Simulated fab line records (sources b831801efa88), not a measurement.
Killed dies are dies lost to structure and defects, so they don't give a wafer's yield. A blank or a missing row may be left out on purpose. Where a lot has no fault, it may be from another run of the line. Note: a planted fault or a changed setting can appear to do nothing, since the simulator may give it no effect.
Which of the tools did it? | flow gf180mcu | 6 lots, 18 wafers sampled, at 3 steps of a route of 602

== WHAT EACH GAUGE READ, for each wafer ==
GF_V4_THK_MEAS_01.
lot  | measured     | on           | V4_CVD_00_THK (nm)
L204 | day 23 19:28 | filmMetro-02 | 595 602 596
L208 | day 25 10:02 | filmMetro-02 | 596 598 610
L211 | day 26 11:52 | filmMetro-03 | 602 609 611
L214 | day 27 11:19 | filmMetro-02 | 599 596 596
L217 | day 28 07:52 | filmMetro-03 | 600 599 600
L223 | day 29 23:17 | filmMetro-03 | 602 608 607

== EACH LOT AND THE TOOL THAT RAN IT (in order: tool; ch and the chambers of the sampled wafers; start) ==
lot  | GF_CONTACT_CMP_04             | GF_M4_STRIP_17
L204 | cmp-01 ch 0,1,2, day 15 11:38 | plasmaAsher-03 ch 0,1, day 23 18:49
L208 | cmp-02 ch 1,2,3, day 17 03:55 | plasmaAsher-02 ch 0,1, day 25 09:25
L211 | cmp-01 ch 1,2,3, day 18 07:42 | plasmaAsher-04 ch 0,1, day 26 11:16
L214 | cmp-02 ch 0,1,3, day 19 10:09 | plasmaAsher-03 ch 0,1, day 27 10:40
L217 | cmp-02 ch 2,3, day 20 10:31   | plasmaAsher-04 ch 0,1, day 28 06:55
L223 | cmp-01 ch 1,2,3, day 22 09:41 | plasmaAsher-02 ch 0,1, day 29 22:40
- GF_CONTACT_CMP_04: polishes SiO2.
- GF_M4_STRIP_17: strips in O2/N2.

== THE ANSWER, worked out from the rows above alone ==
Rule: usual is defined by the lots themselves. Put in order of their means at a reading, lots are off if they are a third of the lots or fewer, leave a main group of 4 or more, and stand apart from it by a gap of 3 or more times the standard deviation of the main group's means; of several such gaps the widest counts. A main group is skipped when, at the precision printed for the reading in the tables above, its means are all equal. Also off: a lot with no number at a reading for which 4 or more lots have one. Any other lot the step has rows for is counted as sound.
No lot is off at any reading shown: from this, nothing can be told.

== WHAT THE SIMULATOR HAD PUT IN ==
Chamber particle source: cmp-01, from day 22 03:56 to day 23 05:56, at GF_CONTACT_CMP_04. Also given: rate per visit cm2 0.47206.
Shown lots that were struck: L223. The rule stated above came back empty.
